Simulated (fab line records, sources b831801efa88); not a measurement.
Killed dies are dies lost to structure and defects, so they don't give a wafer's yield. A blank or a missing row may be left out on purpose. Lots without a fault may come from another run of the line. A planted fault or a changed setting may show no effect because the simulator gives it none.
fab line records | flow sky130
record lots=11 wafers=33 last_day=50
route steps=708 shown NWELL@34 VT_ADJUST_NCORE@126 LDD_N@245 SD_P@327
lots that met no fault: from a run of the same line without faults
start_h: hours from the record's first day to the start of the lot's first wafer shown | wait_h: hours since the lot's step before | " the same as in the row above | L1.1+2: a row that stands for several wafers | - no value, or no start given | * or withheld: withheld | < > ~ a bound
route shown NAME@n: a module of which the file shows steps, and the number in the route of the first | usual: mean/standard deviation of fault-free wafers | same: alike in all rows | chamber/n: place in a boat | sites: the reading at each site | _std_site: their standard deviation | _edge_site: outer sites' mean less inner sites' | radius_mm: how far each site lies from the wafer's centre | mask NAME#n: copy n | behind: the tool/chamber that last shaped the wafer | hold: why the lot was held/for how many hours/how that ended | device: the transistor (n, p or np) that didn't switch | end of line: the same wafers' tests at the end of the route | a step without rows: its recipe alone | killed: dies lost to structure and defects at the first sort, not the wafer's yield | map: a wafer's dies, x killed, . not, _ none there
set.NAME: the setting as run; set.NAME@STEP: as run at that earlier step | model.NAME: the simulator's own value behind a step, which no gauge read
steps of the route over a sample of lots; a table a step, a row a wafer
services: from which hour (start_h, from the record's first day; less than 0 if before it) a tool's chamber was out of use, for how many hours, and why
## steps
# step SKY_NWELL_THK_MEAS_02
# recipe reads=SiO2_of_NWELL_OXIDATION_01
# usual NWELL_OXIDATION_THK=10.05/0.18
# columns lot.wafer tool chamber start_h wait_h NWELL_OXIDATION_THK[nm]
L729.2 film_metro-03 - 58.62 0.0 9.86
L729.5 " - " " 10.09
L729.6 " - " " 10.03
L731.1 film_metro-03 - 66.88 0.0 9.99
L731.3 " - " " 9.93
L731.5 " - " " 9.81
L735.2 film_metro-02 - 85.39 0.0 10.32
L735.5 " - " " 10.28
L735.6 " - " " 10.16
L736.1 film_metro-03 - 90.55 0.0 9.97
L736.4 " - " " 9.98
L736.6 " - " " 10.00
L737.4 film_metro-04 - 97.22 0.0 9.75
L737.5 " - " " 9.79
L737.6 " - " " 9.70
L738.1 film_metro-02 - 103.44 0.0 10.26
L738.2 " - " " 10.21
L738.6 " - " " 10.43
L740.3 film_metro-04 - 116.20 0.0 9.81
L740.4 " - " " 9.78
L740.6 " - " " 10.02
L742.4 film_metro-04 - 125.43 0.0 9.90
L742.5 " - " " 9.95
L742.6 " - " " 9.91
L743.2 film_metro-04 - 130.21 0.0 10.10
L743.5 " - " " 10.04
L743.6 " - " " 9.82
L744.1 film_metro-02 - 136.02 0.0 9.73
L744.4 " - " " 9.54
L744.5 " - " " 9.79
L746.1 film_metro-04 - 150.06 0.0 10.08
L746.3 " - " " 10.01
L746.5 " - " " 10.11
# step SKY_VT_ADJUST_NCORE_CD_MEAS_07
# recipe target_cd_nm=380
# usual cd_nm=380.4/2.3
# columns lot.wafer tool chamber start_h wait_h cd_nm
L729.2 cd_sem-02 - 211.20 0.1 380.6
L729.5 " - " " 380.2
L729.6 " - " " 382.7
L731.1 cd_sem-01 - 224.22 0.1 381.2
L731.3 " - " " 383.6
L731.5 " - " " 383.2
L735.2 cd_sem-02 - 251.44 0.1 379.5
L735.5 " - " " 380.3
L735.6 " - " " 377.9
L736.1 cd_sem-02 - 257.43 0.1 383.8
L736.4 " - " " 382.0
L736.6 " - " " 378.1
L737.4 cd_sem-01 - 268.78 0.1 378.8
L737.5 " - " " 381.5
L737.6 " - " " 379.8
L738.1 cd_sem-01 - 276.08 0.1 382.7
L738.2 " - " " 381.6
L738.6 " - " " 384.9
L740.3 cd_sem-02 - 294.72 0.1 376.5
L740.4 " - " " 376.3
L740.6 " - " " 376.8
L742.4 cd_sem-02 - 304.39 0.1 376.1
L742.5 " - " " 376.9
L742.6 " - " " 378.6
L743.2 cd_sem-02 - 310.09 0.1 380.1
L743.5 " - " " 383.4
L743.6 " - " " 382.6
L744.1 cd_sem-01 - 320.28 0.1 380.5
L744.4 " - " " 380.0
L744.5 " - " " 380.4
L746.1 cd_sem-01 - 338.43 0.1 379.6
L746.3 " - " " 379.1
L746.5 " - " " 378.9
# step SKY_LDD_N_IMPLANT_08
# recipe species=As energy_kev=20 dose_cm2=7.5e+13 tilt_deg=withheld rotation_deg=23
# usual beam_on_s=9.98/0.18 dose_ions_cm2=7.501e+13/7.8e+10 faraday_current_uA=424/7.4
# columns lot.wafer tool chamber start_h wait_h beam_on_s dose_ions_cm2 faraday_current_uA
L729.2 implanter-02 0 445.08 0.0 10.02 7.502e+13 423
L729.5 " 0 " " 9.92 7.506e+13 426
L729.6 " 0 " " 9.87 7.501e+13 428
L731.1 implanter-04 0 458.27 0.0 10.25 7.493e+13 413
L731.3 " 0 " " 10.08 7.493e+13 419
L731.5 " 0 " " 10.06 7.489e+13 424
L735.2 implanter-01 0 500.03 0.0 10.03 7.492e+13 421
L735.5 " 0 " " 9.97 7.494e+13 424
L735.6 " 0 " " 9.90 7.497e+13 426
L736.1 implanter-02 0 500.30 0.0 10.02 7.501e+13 423
L736.4 " 0 " " 10.15 7.488e+13 416
L736.6 " 0 " " 10.07 7.5e+13 420
L737.4 implanter-02 0 518.18 0.1 9.87 7.503e+13 429
L737.5 " 0 " " 10.30 7.477e+13 412
L737.6 " 0 " " 9.91 7.495e+13 426
L738.1 implanter-04 0 524.96 0.0 10.00 7.509e+13 423
L738.2 " 0 " " 9.70 7.511e+13 436
L738.6 " 0 " " 10.42 7.513e+13 405
L740.3 implanter-01 0 553.91 0.1 9.78 7.497e+13 432
L740.4 " 0 " " 10.10 7.491e+13 418
L740.6 " 0 " " 10.17 7.508e+13 415
L742.4 implanter-02 0 564.28 0.1 61.20 5.8416e+14 540
L742.5 " 0 " " 59.71 5.8412e+14 552
L742.6 " 0 " " 60.98 5.8396e+14 541
L743.2 implanter-02 0 566.93 0.0 62.24 5.8406e+14 530
L743.5 " 0 " " 60.48 5.8407e+14 544
L743.6 " 0 " " 63.17 5.8403e+14 521
L744.1 implanter-04 0 573.56 0.0 9.82 7.503e+13 430
L744.4 " 0 " " 9.81 7.499e+13 432
L744.5 " 0 " " 10.07 7.511e+13 418
L746.1 implanter-04 0 594.11 0.0 9.74 7.514e+13 434
L746.3 " 0 " " 9.92 7.496e+13 426
L746.5 " 0 " " 9.99 7.503e+13 424
# step SKY_LDD_N_STRIP_16
# recipe chemistry=O2/N2 power_w=1400 pressure_mtorr=1500 platen_temp_c=withheld o2_flow_sccm=3000 n2_flow_sccm=300 overash_fraction=0.5
# usual drypump_motor_current_A=5.6/0.54 oes_product_au=0.407/0.0046 strip_time_to_endpoint_s=4.319/0.015
# same overash_fraction=0.5
# columns lot.wafer tool chamber start_h wait_h drypump_motor_current_A oes_product_au rf_hours_counter_h strip_time_to_endpoint_s
L729.2 plasma_asher-04 1 446.27 0.1 5.2 0.414 59 4.294
L729.5 " 1 " " 5.2 0.406 - 4.319
L729.6 " 0 " " 5.6 0.414 - 4.307
L731.1 plasma_asher-04 1 459.47 0.1 5.1 0.405 60 4.294
L731.3 " 0 " " 5.7 0.402 - 4.324
L731.5 " 1 " " 5.2 0.406 - 4.300
L736.1 plasma_asher-02 1 501.50 0.1 5.3 0.413 7 4.315
L736.4 " 1 " " 5.3 0.413 - 4.321
L736.6 " 0 " " 6.8 0.411 - 4.322
L735.2 plasma_asher-03 0 505.52 0.1 5.0 0.402 40 4.308
L735.5 " 1 " " 5.9 0.406 - 4.325
L735.6 " 0 " " 5.1 0.412 - 4.310
L737.4 plasma_asher-04 0 519.34 0.1 5.7 0.411 - 4.294
L737.5 " 1 " " 5.2 0.401 - 4.297
L737.6 " 0 " " 5.6 0.409 - 4.295
L738.1 plasma_asher-03 0 526.16 0.1 5.0 0.409 42 4.333
L738.2 " 1 " " 5.9 0.401 42 4.325
L738.6 " 1 " " 5.9 0.408 - 4.322
L740.3 plasma_asher-02 1 555.09 0.1 5.3 0.407 - 4.322
L740.4 " 0 " " 6.7 0.403 - 4.319
L740.6 " 1 " " 5.3 0.409 - 4.298
L742.4 plasma_asher-03 1 565.44 0.1 5.9 0.401 - 5.468
L742.5 " 0 " " 5.0 0.412 - 5.475
L742.6 " 1 " " 5.9 0.410 - 5.472
L743.2 plasma_asher-02 1 568.11 0.1 5.3 0.399 14 5.449
L743.5 " 0 " " 6.7 0.410 - 5.455
L743.6 " 1 " " 5.3 0.398 - 5.431
L744.1 plasma_asher-04 0 574.76 0.1 5.6 0.400 72 4.314
L744.4 " 1 " " 5.2 0.406 - 4.319
L744.5 " 1 " " 5.2 0.409 - 4.310
L746.1 plasma_asher-03 1 595.31 0.1 5.9 0.406 49 4.304
L746.3 " 1 " " 5.9 0.404 - 4.324
L746.5 " 1 " " 5.9 0.409 - 4.339
# step SKY_LDD_N_TW_MEAS_17
# usual LDD_N_TW=2560/45
# columns lot.wafer tool chamber start_h wait_h LDD_N_TW
L729.2 film_metro-04 - 446.38 0.1 2615
L729.5 " - " " 2592
L729.6 " - " " 2593
L731.1 film_metro-02 - 459.57 0.1 2520
L731.3 " - " " 2508
L731.5 " - " " 2503
L736.1 film_metro-02 - 501.60 0.1 2511
L736.4 " - " " 2510
L736.6 " - " " 2506
L735.2 film_metro-02 - 505.63 0.1 2526
L735.5 " - " " 2515
L735.6 " - " " 2529
L737.4 film_metro-04 - 519.43 0.1 2617
L737.5 " - " " 2622
L737.6 " - " " 2636
L738.1 film_metro-04 - 526.26 0.1 2628
L738.2 " - " " 2624
L738.6 " - " " 2623
L740.3 film_metro-02 - 555.18 0.1 2533
L740.4 " - " " 2551
L740.6 " - " " 2532
L742.4 film_metro-04 - 565.53 0.1 3009
L742.5 " - " " 3005
L742.6 " - " " 2995
L743.2 film_metro-01 - 568.22 0.1 2935
L743.5 " - " " 2947
L743.6 " - " " 2935
L744.1 film_metro-04 - 574.86 0.1 2633
L744.4 " - " " 2623
L744.5 " - " " 2631
L746.1 film_metro-02 - 595.41 0.1 2523
L746.3 " - " " 2519
L746.5 " - " " 2530
# step SKY_SD_P_CD_MEAS_07
# recipe target_cd_nm=380
# usual cd_nm=380.1/2.3
# columns lot.wafer tool chamber start_h wait_h cd_nm
L729.2 cd_sem-02 - 628.10 0.1 379.0
L729.5 " - " " 382.6
L729.6 " - " " 381.1
L731.1 cd_sem-02 - 640.48 0.1 379.1
L731.3 " - " " 378.8
L731.5 " - " " 379.7
L736.1 cd_sem-01 - 680.43 0.1 379.3
L736.4 " - " " 378.3
L736.6 " - " " 380.5
L735.2 cd_sem-01 - 685.24 0.1 380.1
L735.5 " - " " 381.2
L735.6 " - " " 382.0
L737.4 cd_sem-02 - 695.74 0.1 379.1
L737.5 " - " " 379.0
L737.6 " - " " 380.4
L738.1 cd_sem-02 - 701.93 0.1 384.6
L738.2 " - " " 382.2
L738.6 " - " " 386.2
L740.3 cd_sem-02 - 725.57 0.1 381.1
L740.4 " - " " 380.9
L740.6 " - " " 380.5
L742.4 cd_sem-02 - 728.28 0.1 386.1
L742.5 " - " " 382.7
L742.6 " - " " 381.2
L743.2 cd_sem-02 - 732.35 0.1 376.5
L743.5 " - " " 378.5
L743.6 " - " " 377.0
L744.1 cd_sem-01 - 758.08 0.1 378.6
L744.4 " - " " 377.5
L744.5 " - " " 379.5
L746.1 cd_sem-01 - 763.82 0.1 379.9
L746.3 " - " " 378.6
L746.5 " - " " 378.0
## services
# columns tool chamber start_h hours kind
plasma_asher-02 - 421.25 9.0 pm
plasma_asher-02 0 421.25 9.0 vent_cycle
plasma_asher-02 1 421.25 9.0 vent_cycle
plasma_asher-02 0 430.25 - clean
plasma_asher-02 1 430.25 - clean
plasma_asher-03 - 444.97 2.4 repair
plasma_asher-02 - 445.38 5.6 repair
implanter-01 - 458.98 1.2 repair
plasma_asher-03 - 470.61 2.8 pm
plasma_asher-04 - 503.49 2.8 pm
plasma_asher-02 - 523.77 1.7 repair
implanter-04 - 526.60 5.0 repair
plasma_asher-02 - 581.61 2.8 pm
implanter-02 - 583.59 3.6 pm
plasma_asher-02 - 592.81 21.6 repair
## key
first_sign step=SKY_LDD_N_IMPLANT_08 reading=dose_ions_cm2 direction=up sigmas=99+ usual=* struck=*
effect step=SKY_LDD_N_IMPLANT_08 reading=beam_on_s direction=up sigmas=99+ usual=9.98 struck=61.30
effect step=SKY_LDD_N_STRIP_16 reading=strip_time_to_endpoint_s direction=up sigmas=74 usual=* struck=*
effect step=SKY_LDD_N_TW_MEAS_17 reading=LDD_N_TW direction=up sigmas=9.2 usual=2560 struck=2971
met_at SKY_LDD_N_IMPLANT_08
struck_lots L742,L743
tester_left_out L742,L743
not_acting_at SKY_NWELL_THK_MEAS_02,SKY_VT_ADJUST_NCORE_CD_MEAS_07,SKY_SD_P_CD_MEAS_07
onset_between 518.18 564.28
fault kind=process_parameter_drift tool=implanter-02 chamber=- onset_h=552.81 steps=SKY_LDD_N_IMPLANT_08 channel=dose_cm2 offset=* shape=step end_h=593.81 acts_in=* stated=*
# tester_left_out: of these lots the tester's yield and bins aren't shown, on N5 and GAA mostly nor the transistor test; their killed dies are dies lost to structure and defects alone, not to doping, threshold or leakage, so they don't give the yield
